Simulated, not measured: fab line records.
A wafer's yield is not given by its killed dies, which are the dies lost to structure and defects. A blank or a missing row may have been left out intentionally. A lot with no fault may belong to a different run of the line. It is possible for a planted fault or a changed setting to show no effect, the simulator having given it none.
2 desks looking at one fault || flow gf180mcu || every desk sees just its own numbers, and what lay behind them comes last

## THE TOOL OWNER'S DESK: pvd sputter-02
The tool's own readings at GF_MIM_SPUTTER_08 (material AlCu, target thk 200 nm, time 10.6 s): means of the sampled wafers that have a number, for each lot that ran on this tool. The brackets show how far a lot's mean lies from the usual mean; more than 4 standard deviations puts the lot out of limits, marked OUT.
Columns: A = chamber pressure pa at GF_MIM_SPUTTER_08, usual 0.4000 Pa; B = throttle valve pct at GF_MIM_SPUTTER_08, usual 29.4 %
{"lot": "L924", "first seen here": "day 26 00:50", "A": 0.4002, "B": 28.5}
{"lot": "L933", "first seen here": "day 29 13:45", "A": 0.4000, "B": 28.1}
This desk found nothing out of limits on any of the 2 lots.

## FROM THE METROLOGY DESK
Means of the sampled wafers that have a number, per lot and without regard to the tool the lot ran on: this is what the gauges read. The brackets show how far a lot's mean lies from the usual mean; more than 4 standard deviations puts the lot out of limits, marked OUT.
Columns: A = V4_W_RS at GF_V4_RS_MEAS_24, usual 0.327 ohm/sq; B = V4_W_THK at GF_V4_THK_MEAS_25, usual 358 nm; C = MIM_CVD_05_THK at GF_MIM_THK_MEAS_06, usual 42.1 nm; D = MIM_ALCU_RS at GF_MIM_RS_MEAS_10, usual 0.1591 ohm/sq; E = MIM_ALCU_THK at GF_MIM_THK_MEAS_11, usual 199.4 nm
{"lot": "L922", "first seen here": "day 25 17:46", "A": 0.328, "B": 353, "C": 42.8, "D": 0.1569, "E": 202.8}
{"lot": "L924", "first seen here": "day 26 00:01", "A": 0.329, "B": 356, "C": 42.0, "D": 0.1572, "E": 202.0}
{"lot": "L933", "first seen here": "day 29 12:58", "A": 0.330, "B": 355, "C": 43.4, "D": "0.0891 (-41) OUT", "E": "351.1 (+69) OUT"}
{"lot": "L940", "first seen here": "day 31 15:28", "A": 0.327, "B": 357, "C": 41.9, "D": 0.1585, "E": 200.5}
{"lot": "L941", "first seen here": "day 31 15:49", "A": 0.321, "B": 369, "C": 41.9, "D": 0.1571, "E": 200.0}
This desk's finding: out of limits on L933; first on L933, day 29 13:52 (MIM_ALCU_RS at GF_MIM_RS_MEAS_10). L922, L924, L940, L941 stayed within limits.

## ALL TOGETHER
L933 would have let the metrology desk raise an alarm at day 29 13:52.
The tool owner's desk saw nothing out of limits.
On record at the tool owner's desk: L933, within its limits.
The lots listed all ran GF_MIM_SPUTTER_08 on pvd sputter-02.

## WHAT THE SIMULATOR HAD PUT IN
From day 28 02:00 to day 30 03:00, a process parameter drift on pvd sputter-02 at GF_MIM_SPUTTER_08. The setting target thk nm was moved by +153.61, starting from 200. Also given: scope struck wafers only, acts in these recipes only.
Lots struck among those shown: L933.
Time in hours between the start of the fault and the first out-of-limits reading at each desk: metrology desk, 36.
